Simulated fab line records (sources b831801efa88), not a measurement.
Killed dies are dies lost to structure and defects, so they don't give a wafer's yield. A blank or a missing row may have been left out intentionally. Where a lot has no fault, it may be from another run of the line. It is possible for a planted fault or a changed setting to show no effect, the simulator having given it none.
One fault seen from 2 desks	flow sky130	what lay behind the numbers comes last; until then each desk has only its own

== THE METROLOGY DESK ==
Means of the sampled wafers that have a number, per lot and without regard to the tool the lot ran on: this is what the gauges read. Marked OUT: a lot whose mean sits more than 4 standard deviations from the usual mean, which makes it out of limits; the brackets give that distance.
Columns: A = VIA2_W_RS at SKY_VIA2_RS_MEAS_22, usual 0.2715 ohm/sq; B = VIA2_W_THK at SKY_VIA2_THK_MEAS_23, usual 417 nm
lot	first seen here	A	B
L854	day 36 08:14	0.2672	420
L855	day 36 17:23	0.2731	411
L857	day 37 08:54	0.2727	409
L858	day 37 15:28	0.2726	420
L859	day 37 19:17	0.2696	415
L860	day 38 01:01	0.2733	424
L861	day 38 13:09	0.2716	421
L864	day 39 13:44	0.2743	406
L868	day 40 13:31	0.2463 (-11) OUT	452 (+4.1) OUT
L869	day 41 07:19	0.2469 (-11) OUT	474 (+6.6) OUT
L870	day 41 08:09	0.2735	408
This desk's result: L868, L869 out of limits, first on L868 (VIA2_W_RS at SKY_VIA2_RS_MEAS_22), day 40 13:31. In limits: L854, L855, L857, L858, L859, L860, L861, L864, L870.

== TOOL OWNER'S DESK, cvd-w-01 ==
The tool's own readings at SKY_VIA2_CVD_21 (deposits W, target thk 420 nm, time 126.4 s): means of the sampled wafers that have a number, for each lot that ran on this tool. Marked OUT: a lot whose mean sits more than 4 standard deviations from the usual mean, which makes it out of limits; the brackets give that distance.
Columns: A = heater-power-w at SKY_VIA2_CVD_21, usual 839 W; B = susceptor-temp-C at SKY_VIA2_CVD_21, usual 399.98 C
lot	first seen here	A	B
L855	day 36 17:14	818	400.04
L858	day 37 15:20	797	400.02
L859	day 37 19:08	854	399.98
L860	day 38 00:53	821	399.90
L868	day 40 13:23	865	405.17 (+27) OUT
L869	day 41 07:11	867	405.07 (+27) OUT
This desk's verdict: out of limits on L868, L869, starting with L868 at day 40 13:23 (susceptor-temp-C at SKY_VIA2_CVD_21). In limits: L855, L858, L859, L860.

== TAKEN TOGETHER ==
An alarm could have come from the tool owner's desk at day 40 13:23, on L868, L869.
An alarm was possible from the metrology desk at day 40 13:31, on L868, L869.
Of the lots named, all ran SKY_VIA2_CVD_21 on cvd-w-01.

== WHAT THE SIMULATOR HAD PUT IN ==
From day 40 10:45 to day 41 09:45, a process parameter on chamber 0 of cvd-w-01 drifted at SKY_VIA2_CVD_21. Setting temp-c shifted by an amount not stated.
Struck lots among those shown: L868, L869.
Time in hours from fault onset to the first out-of-limits reading at each desk: tool owner's desk 3, metrology desk 3.
